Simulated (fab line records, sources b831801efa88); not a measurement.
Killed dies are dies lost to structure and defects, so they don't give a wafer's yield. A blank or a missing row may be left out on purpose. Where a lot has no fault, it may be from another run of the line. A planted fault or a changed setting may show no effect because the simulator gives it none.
Chamber matching :: flow sky130 :: cmp-01 running SKY_VIA2_CMP_24: 4 sister chambers
The step polishes, stops on SiO2, t overpolish 20 s, target thk 0 nm. 7 wafers are shown with their chamber, then 7 later ones without.

## WAFERS WITH THEIR CHAMBER
wafer: L642.1
chamber: 0
motor current A (A): 10.2
time to endpoint s (s): 100

wafer: L642.2
chamber: 1
motor current A (A): 11.2
time to endpoint s (s): 95

wafer: L643.1
chamber: 1
motor current A (A): 10.8
time to endpoint s (s): 99

wafer: L643.2
chamber: 3
motor current A (A): 14.1
time to endpoint s (s): 103

wafer: L643.4
chamber: 2
motor current A (A): 11.8
time to endpoint s (s): 97

wafer: L647.2
chamber: 0
motor current A (A): 10.8
time to endpoint s (s): 104

wafer: L647.4
chamber: 3
motor current A (A): 12.9
time to endpoint s (s): 103

## WAFERS WITH NO CHAMBER GIVEN
wafer: L647.5
motor current A (A): 11.8
time to endpoint s (s): 100

wafer: L659.1
motor current A (A): 11.5
time to endpoint s (s): 104

wafer: L659.3
motor current A (A): 13.1
time to endpoint s (s): 106

wafer: L659.6
motor current A (A): 12.5
time to endpoint s (s): 94

wafer: L660.2
motor current A (A): 13.3
time to endpoint s (s): 103

wafer: L660.4
motor current A (A): 10.6
time to endpoint s (s): 102

wafer: L660.6
motor current A (A): 13.8
time to endpoint s (s): 103

## WHICH CHAMBER EACH WENT THROUGH
wafer: L647.5
from the rows above: can't be placed: 2 or 1 or 0 or 3
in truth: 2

wafer: L659.1
from the rows above: can't be placed: 0 or 2 or 1 or 3
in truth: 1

wafer: L659.3
from the rows above: 3
in truth: 3

wafer: L659.6
from the rows above: can't be placed: 2 or 1
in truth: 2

wafer: L660.2
from the rows above: 3
in truth: 3

wafer: L660.4
from the rows above: 0
in truth: 0

wafer: L660.6
from the rows above: 3
in truth: 3
Correct placement for 4 of the 7. Not placeable from these rows: 3 (in 3, the candidates include the true chamber). 0 placed wrongly.
How it was worked out, from the rows above alone: a wafer's distance from a chamber is the root of the sum, over the readings, of the square of ((its reading less the chamber's mean) divided by the reading's scatter). If the next closest chamber is less than 2 further off than the closest, the wafer can't be placed; otherwise it belongs to the closest. A chamber's mean is the mean of its shown wafers. The scatter: the root of (the sum of the squares of (reading less its chamber's mean) over the shown wafers, divided by (wafers less chambers)).
